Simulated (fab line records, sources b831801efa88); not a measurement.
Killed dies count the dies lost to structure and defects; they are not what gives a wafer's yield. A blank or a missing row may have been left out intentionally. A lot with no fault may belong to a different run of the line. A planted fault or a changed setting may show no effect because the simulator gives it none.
8D (eight disciplines) problem report, filled in by code | flow gf180mcu | the parts of the form that need people (team, actions taken, sign-off) are left out

## 1. WHAT IS WRONG
overpolish run s at GF_CONTACT_CMP_27 reads a mean of 0.046 s on 2 wafers of 2 lots; wafers without a fault read 15.001 s with a standard deviation of 0.0083. So: -99 or more standard deviations from the usual mean.
The step: polishes, stops on SiO2, t overpolish 15 s, target thk 0 nm.
Earliest sighting: wafer L540.1 on cmp-02 at day 21 14:54. The record has a number at this step for 40 wafers belonging to 14 lots. Rule for "out" (also "out of limits"): further than 4 standard deviations from the usual mean. All remaining wafers that have a number are taken as sound.

## 2. WHAT THIS IS AND IS NOT
question                    | is                                   | is not
which readings at this step | overpolish run s, time to endpoint s | motor current A
which lots                  | L540, L541                           | L526, L527, L528, L529, L530, L531, L533, L535, L537, L545, L547, L548
which wafers of those lots  | L540.1, L541.2                       | L540.6, L541.6
read on which tools         | cmp-02                               | cmp-01
when                        | from day 21 14:54                    | up to then (28 sound wafers); but 10 sound wafers of L541, L545, L547, L548 came after

## 3. THE SUSPECTS, EACH WITH WHAT RULES IT OUT
Counting: a tool at a process step up to the reading stays a suspect if it ran every lot that is out. Sound lots after the first of them don't rule it out here, since some wafers of a struck lot are sound.
- pvd sputter-03 at GF_SALICIDE_SPUTTER_03 (material TiN, target thk 20 nm, time 16.7 s): kept. Every lot that is out went through it, the first being L540 (day 20 12:14); the last sound lot it ran before that was L535 (day 18 11:12).
- cmp-02 at GF_CONTACT_CMP_27 (polishes, stops on SiO2, t overpolish 15 s, target thk 0 nm): kept. Every lot that is out went through it, the first being L540 (day 21 14:54); the last sound lot it ran before that was L537 (day 20 14:20). On those wafers its own readings are out: overpolish run s, time to endpoint s.
The count leaves cmp-02 at GF_CONTACT_CMP_27 and pvd sputter-03 at GF_SALICIDE_SPUTTER_03.

## 4. THE CAUSE (what the simulator had put in)
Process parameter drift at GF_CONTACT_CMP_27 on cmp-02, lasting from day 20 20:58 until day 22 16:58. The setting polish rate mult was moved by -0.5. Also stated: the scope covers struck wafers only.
This tool is one of the 2 suspects left after counting.

## 5. THE CHAIN OF EFFECTS, in route order
One row per reading whose mean, taken over the struck wafers that have a number, lies over 3 standard deviations from the usual. Readings are gone through only where the record gives a usual standard deviation; hours: the median, over the lots, of the time from a lot's start at the first step in this table giving one to that lot's start at this step; sigmas: the change measured in usual standard deviations.
hours | step                    | reading            | usual    | on struck wafers | change  | sigmas
0     | GF_CONTACT_CMP_27       | overpolish run s   | 15.001 s | 0.046            | -14.955 | -99 or more
0     | GF_CONTACT_CMP_27       | time to endpoint s | 74 s     | 114              | +40     | +11
273   | GF_PASSIVATION_PROBE_99 | killed at contacts | 5.8      | 450.5            | +444.7  | +99 or more
273   | GF_PASSIVATION_PROBE_99 | killed dies        | 48       | 492              | +444    | +58
273   | GF_PASSIVATION_PROBE_99 | killed on rim      | 9        | 96               | +87     | +27
The process steps in it:
- GF_CONTACT_CMP_27: polishes, stops on SiO2, t overpolish 15 s, target thk 0 nm.
- GF_PASSIVATION_PROBE_99

## 6. HOW IT WOULD HAVE BEEN CAUGHT EARLIER
18 hours passed between the start of the fault at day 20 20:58 and the first reading out of limits in this record, taken at day 21 14:54.
